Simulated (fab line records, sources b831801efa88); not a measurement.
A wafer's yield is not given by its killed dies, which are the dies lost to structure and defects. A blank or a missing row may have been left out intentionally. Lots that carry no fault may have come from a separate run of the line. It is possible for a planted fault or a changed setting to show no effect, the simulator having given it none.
A struck lot beside a sound one | flow sky130 | 34 steps out of a route of 708
Sound: the wafers L983.1, L983.5, L983.6. Struck: wafer L101.6 (L101.1, L101.5, from the same lot, were not struck and are left out); the cause is given at the end.
At each step with rows: each side's tool, then ch and its chambers, then its first start. Under that, the readings that differ: sound wafers | struck wafers | difference of the means | sigmas: that difference in standard deviations of wafers without a fault.
alike: same words and numbers on both sides, and readings whose means sit less than 2 such deviations apart. not compared: any withheld reading, any reading some wafer has no value for, any bound like >300 that may hide the same value, and any number with overlapping values for which the record gives no deviation.
A row with sigmas, a row that says differs or no value, or rows on one side alone: a step with any of these is where the two part. When numbers do not overlap yet have no deviation, they are printed without sigmas and do not part them. Lack of a reading on every wafer of one side parts them only where that side has two or more wafers.

first, 10 steps without rows for these wafers: SKY_CONTACT_PEB_12; SKY_CONTACT_DEVELOP_13 (develop time 60 s); SKY_CONTACT_ETCH_16 (etches BARC in N2/H2, stops on SiO2, time 45.9 s, target depth 60 nm); SKY_CONTACT_ETCH_17 (etches SiO2 in C4F8/O2/Ar, stops on Si3N4, target depth 340 nm); SKY_CONTACT_ETCH_18 (etches Si3N4 in CHF3/O2, stops on TiN, time 39 s, target depth 75 nm); SKY_CONTACT_STRIP_19 (strips in O2/N2); SKY_CONTACT_STRIP_20 (strips in post etch residue remover, time 1200 s); SKY_CONTACT_CLEAN_21 (cleans in IPA, time 180 s); SKY_CONTACT_CLEAN_22 (cleans in O3/DIW); SKY_CONTACT_SPUTTER_23 (material TiN, target thk 20 nm, time 80 s).
SKY_CONTACT_CVD_24: deposits W, target thk 340 nm, time 102.12 s.
  sound on cvd w-02 ch 0,1, day 31 21:13; struck on cvd w-02 ch 1, day 37 20:31
  alike: chamber pressure Torr, heater power w
then, 22 steps without rows for these wafers: SKY_CONTACT_CMP_27 (polishes, stops on SiO2, t overpolish 15 s, target thk 0 nm); SKY_METAL1_SPUTTER_00 (material Ti, target thk 15 nm, time 10 s); SKY_METAL1_SPUTTER_01 (material TiN, target thk 20 nm, time 16.7 s); SKY_METAL1_SPUTTER_02 (material AlCu, target thk 250 nm, time 13.3 s); SKY_METAL1_SPUTTER_03 (material Ti, target thk 5 nm, time 3.3 s); SKY_METAL1_SPUTTER_04 (material TiN, target thk 70 nm, time 58.3 s); SKY_METAL1_DEHYDRATE_07 (time 60 s); SKY_METAL1_HMDS_08 (prime time 60 s); SKY_METAL1_COAT_09 (resist thk 60 nm); SKY_METAL1_COAT_10 (resist thk 450 nm); SKY_METAL1_SOFTBAKE_11 (time 90 s); SKY_METAL1_EXPOSE_12 (exposes mask MM1, target cd 140 nm); SKY_METAL1_PEB_13; SKY_METAL1_DEVELOP_14 (develop time 60 s); SKY_METAL1_DESCUM_17 (chemistry O2, time 8 s); SKY_METAL1_ETCH_18 (etches BARC in N2/H2, stops on SiO2, time 45.9 s, target depth 60 nm); SKY_METAL1_METAL_ETCH_19 (etches the open film in Cl2/BCl3, stops on SiO2, target depth 360 nm, time 78 s); SKY_METAL1_STRIP_20 (strips in O2/N2); SKY_METAL1_STRIP_21 (strips in post etch residue remover, time 1200 s); SKY_METAL1_CLEAN_22 (cleans in IPA, time 180 s); SKY_METAL1_CLEAN_23 (cleans in O3/DIW); SKY_VIA1_HDPCVD_00 (deposits SiO2, target thk 1030 nm, time 171.7 s).
-- the record jumps here: 12 days lie between the struck wafers' starts before and after (it left off in module VIA1 and takes up again in module PAD_OPEN, whose first step shown is number 708 of the route) --
SKY_PAD_OPEN_PROBE_99:
  sound on prober-02, day 45 21:46; struck on prober-02, day 50 08:16
  reading            | sound    | struck                   | difference                   | sigmas
  hold               | - - -    | await dispo/2.9h/release | no value on the sound wafers |
  killed at contacts | 20 26 28 | 75                       | +50                          | +9
  killed dies        | 81 84 89 | 142                      | +57                          | +6
  alike: killed_at_M0_to_M3, killed_at_M4_up, killed at front end, killed at other, killed open, killed short

== WHERE THEY PART ==
At SKY_PAD_OPEN_PROBE_99 and nowhere else, as far as this record goes.

WHY: what the simulator had put in
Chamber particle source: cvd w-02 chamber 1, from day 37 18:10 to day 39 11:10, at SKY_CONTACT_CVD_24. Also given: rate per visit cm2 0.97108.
